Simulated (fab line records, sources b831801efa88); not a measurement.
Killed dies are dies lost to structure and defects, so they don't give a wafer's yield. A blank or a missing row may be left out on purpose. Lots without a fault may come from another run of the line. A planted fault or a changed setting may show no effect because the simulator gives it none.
Chamber matching | flow sky130 | SKY_CONTACT_CMP_27 on cmp-02: 4 sister chambers
The step polishes, stops on SiO2, t overpolish 15 s, target thk 0 nm. 8 wafers are shown with their chamber, then 9 later ones without.

WAFERS WITH THEIR CHAMBER
wafer  | chamber | motor_current_A (A) | time_to_endpoint_s (s)
L197.6 | 3       | 10.9                | 79
L200.2 | 3       | 11.0                | 75
L200.3 | 0       | 10.8                | 78
L203.5 | 2       | 11.7                | 73
L203.6 | 1       | 10.3                | 78
L204.1 | 1       | 11.7                | 85
L204.2 | 2       | 12.3                | 77
L204.6 | 0       | 11.3                | 83

WAFERS WITHOUT THEIR CHAMBER
wafer  | motor_current_A (A) | time_to_endpoint_s (s)
L206.1 | 10.6                | 88
L206.3 | 12.2                | 78
L206.4 | 11.0                | 85
L205.1 | 11.1                | 82
L205.2 | 10.9                | 89
L205.4 | 11.0                | 83
L207.1 | 10.8                | 85
L207.5 | 10.6                | 87
L207.6 | 12.6                | 76

WHICH CHAMBER EACH WENT THROUGH
wafer  | from the rows above               | in truth
L206.1 | can't be placed: 1 or 0 or 3      | 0
L206.3 | can't be placed: 2 or 0 or 3 or 1 | 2
L206.4 | can't be placed: 1 or 0 or 3      | 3
L205.1 | can't be placed: 1 or 0 or 3      | 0
L205.2 | can't be placed: 1 or 0 or 3      | 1
L205.4 | can't be placed: 1 or 0 or 3      | 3
L207.1 | can't be placed: 1 or 0 or 3      | 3
L207.5 | can't be placed: 1 or 0 or 3      | 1
L207.6 | can't be placed: 2 or 3 or 0      | 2
Placed correctly: 0 of 9. Can't be placed from these rows: 9 (the true chamber is among the candidates in 9). Placed wrongly: 0.
How it was worked out, from the rows above alone: a wafer's distance from a chamber is the root of the sum, over the readings, of the square of ((its reading less the chamber's mean) divided by the reading's scatter). The wafer belongs to the nearest chamber; if the next one is less than 2 further off, it can't be placed. A chamber's mean is the mean of its shown wafers. The scatter: the root of (the sum of the squares of (reading less its chamber's mean) over the shown wafers, divided by (wafers less chambers)).
